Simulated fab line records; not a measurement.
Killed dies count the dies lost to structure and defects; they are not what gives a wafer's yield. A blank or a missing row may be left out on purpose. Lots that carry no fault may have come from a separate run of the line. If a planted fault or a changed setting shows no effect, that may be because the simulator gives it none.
2 desks, one fault + flow gf180mcu + only its own numbers are on each desk; what lay behind them is given at the end

== FROM THE METROLOGY DESK ==
What the gauges read, lot by lot, whatever tool the lot ran on: means of the sampled wafers that have a number. A lot is out of limits, marked OUT, if its mean lies more than 4 standard deviations from the usual mean; the brackets give that distance.
Columns: A = M4_OVL at GF_M4_OVL_MEAS_15, usual 1 nm; B = V4_BOW at GF_V4_BOW_MEAS_05, usual 135 um; C = cd nm at GF_V4_CD_MEAS_14, usual 260.5 nm
| lot  | first seen here | A  | B   | C     |
|------|-----------------|----|-----|-------|
| L935 | day 23 17:20    | 6  | 121 | 260.7 |
| L937 | day 24 20:00    | -5 | 137 | 259.2 |
| L938 | day 25 05:53    | 2  | 130 | 259.7 |
| L939 | day 25 23:23    | 4  | 130 | 260.5 |
| L940 | day 25 23:26    | 1  | 140 | 260.6 |
| L941 | day 26 03:11    | -4 | 148 | 262.8 |
| L942 | day 26 09:20    | 1  | 153 | 260.4 |
| L943 | day 26 19:03    | -1 | 132 | 260.7 |
| L944 | day 27 00:32    | -1 | 134 | 255.5 |
| L946 | day 27 21:22    | -3 | 145 | 254.4 |
| L948 | day 28 03:40    | -3 | 126 | 257.6 |
| L953 | day 29 15:58    | 0  | 139 | 262.2 |
| L957 | day 30 15:56    | 1  | 149 | 262.9 |
This desk found nothing out of limits on any of the 13 lots.

== THE TOOL OWNER'S DESK: litho track-01 ==
The tool's own readings at GF_V4_PEB_12 (peb time 90 s): means of the sampled wafers that have a number, for each lot that ran on this tool. A lot is out of limits, marked OUT, if its mean lies more than 4 standard deviations from the usual mean; the brackets give that distance.
Columns: A = heater power total W at GF_V4_PEB_12, usual 85.69 W
| lot  | first seen here | A               |
|------|-----------------|-----------------|
| L941 | day 27 00:59    | 85.67           |
| L942 | day 27 07:38    | 85.72           |
| L944 | day 27 21:14    | 89.62 (+48) OUT |
| L946 | day 28 17:46    | 93.44 (+96) OUT |
| L948 | day 29 00:07    | 89.52 (+47) OUT |
This desk finds L944, L946, L948 out of limits, L944 being first, at day 27 21:14 (heater power total W at GF_V4_PEB_12). L941, L942 stayed within limits.

== PUT TOGETHER ==
The tool owner's desk had the chance to raise an alarm at day 27 21:14 on L944, L946, L948.
Metrology desk: nothing out of limits seen.
The metrology desk has L944, L946, L948 on record, within its limits.
The lots listed all ran GF_V4_PEB_12 on litho track-01.

== WHAT WAS PUT IN BY THE SIMULATOR ==
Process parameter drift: litho track-01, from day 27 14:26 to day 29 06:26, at GF_V4_PEB_12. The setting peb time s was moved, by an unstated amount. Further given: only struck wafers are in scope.
Lots struck among those shown: L944, L946, L948.
Hours from the fault's start to each desk's first reading out of limits: the tool owner's desk, 7.
